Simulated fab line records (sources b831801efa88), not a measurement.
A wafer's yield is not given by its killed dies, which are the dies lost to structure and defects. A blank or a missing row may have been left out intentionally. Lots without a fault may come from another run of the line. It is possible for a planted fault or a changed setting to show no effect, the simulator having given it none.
A lot that was struck, set against a sound lot | flow sky130 | 15 steps out of a route of 708
Sound: wafers L796.3, L796.5, L796.6. Wafers struck: L806.3, L806.4, L806.6. The cause is given at the end.
Per side, at each step with rows, come the tool, then ch with its chambers, and then its first start. Under that, the readings that differ: sound wafers | struck wafers | difference of the means | sigmas: that difference in standard deviations of wafers without a fault.
alike: a reading whose means differ by less than 2 such deviations, as well as words and numbers matching on both sides. not compared: withheld readings; readings where some wafer has no value; bounds like >300 that might hide an equal value; numbers whose values overlap and for which the record gives no deviation.
A row with sigmas, a row that says differs or no value, or rows on one side alone: a step with any of these is where the two part. Numbers that don't overlap but have no deviation are shown without sigmas and don't part them. A reading that every wafer of one side lacks parts them only if that side has two wafers or more.

SKY_CAP2M_SPUTTER_02: material TiN, target thk 200 nm, time 166.7 s.
  sound: pvd-sputter-02 at day 41 10:08; struck: pvd-sputter-02 at day 44 19:43
  alike: throttle-valve-pct
SKY_CAP2M_RS_MEAS_03: measurement is done with a four-point probe.
  sound: film-metro-04 at day 41 10:17; struck: film-metro-02 at day 44 19:52
  reading               | sound          | struck         | difference | sigmas
  CAP2M_TIN_RS (ohm/sq) | 7.06 6.97 7.03 | 6.79 6.77 6.78 | -0.24      | -3
SKY_CAP2M_THK_MEAS_04: measures by xrf.
  sound: film-metro-04 at day 41 10:23; struck: film-metro-02 at day 44 19:58
  reading            | sound             | struck            | difference | sigmas
  CAP2M_TIN_THK (nm) | 195.0 198.0 194.6 | 200.5 202.0 201.0 | +5.3       | +3
then, 7 steps without rows for these wafers: SKY_CAP2M_DEHYDRATE_05 (time 60 s); SKY_CAP2M_HMDS_06 (prime time 60 s); SKY_CAP2M_COAT_07 (resist thk 1140 nm); SKY_CAP2M_SOFTBAKE_08 (time 60 s); SKY_CAP2M_EXPOSE_09 (exposes mask CAP2M, target cd 1000 nm); SKY_CAP2M_PEB_10; SKY_CAP2M_DEVELOP_11 (develop time 60 s).
SKY_CAP2M_OVL_MEAS_12:
  sound: overlay-01 at day 42 08:44; struck: overlay-01 at day 45 17:12
  alike: CAP2M_OVL
SKY_CAP2M_METAL_ETCH_13: etches TiN in Cl2/BCl3, stops on SiO2, target depth 220 nm, time 62.9 s.
  sound on rie-metal-04 ch 0,1, day 42 08:47; struck on rie-metal-03 ch 0,1, day 45 17:15
  reading                     | sound             | struck            | difference | sigmas
  drypump-motor-current-A (A) | 6.7 5.8 6.7       | 4.9 5.4 4.9       | -1.3       | -2
  oes-product-au (a.u.)       | 0.936 0.940 0.938 | 0.950 0.954 0.954 | +0.015     | +2
  alike: throttle-valve-pct
  not compared: rf-hours-counter-h
SKY_CAP2M_STRIP_14: strips in O2/N2.
  sound on plasma-asher-04 ch 0,1, day 42 08:52; struck on plasma-asher-04 ch 0,1, day 45 17:20
  reading                      | sound             | struck            | difference | sigmas
  o2-flow-sccm (sccm)          | 3011 2992 3011    | 2403 2406 2408    | -599       | -67
  strip-time-to-endpoint-s (s) | 12.72 12.67 12.67 | 12.90 12.88 12.91 | +0.21      | +4
  alike: drypump-motor-current-A, oes-product-au
  not compared: rf-hours-counter-h
then, 1 step without rows for these wafers: SKY_CAP2M_STRIP_15 (strips in post etch residue remover, time 1200 s).
-- the record jumps here: 4 days lie between the struck wafers' starts before and after (it left off in module CAP2M and takes up again in module PAD_OPEN, whose first step shown is number 708 of the route) --
SKY_PAD_OPEN_PROBE_99:
  sound: prober-01 at day 47 03:35; struck: prober-01 at day 49 19:59
  alike: defect-limited-yield, killed_at_M0_to_M3, killed_at_M4_up, killed-at-contacts, killed-at-front-end, killed-at-other, killed-dies, killed-open, killed-short, sort_bin_3_pad_short, sort_bin_5_function, sort_bin_6_memory, sort-n-pass, sort-yield-pct

## WHERE THEY PART
First at SKY_CAP2M_RS_MEAS_03; last, within this record, at SKY_CAP2M_STRIP_14. Later steps at which nothing parts them and some readings are alike: SKY_PAD_OPEN_PROBE_99.

WHY: what had been put in by the simulator
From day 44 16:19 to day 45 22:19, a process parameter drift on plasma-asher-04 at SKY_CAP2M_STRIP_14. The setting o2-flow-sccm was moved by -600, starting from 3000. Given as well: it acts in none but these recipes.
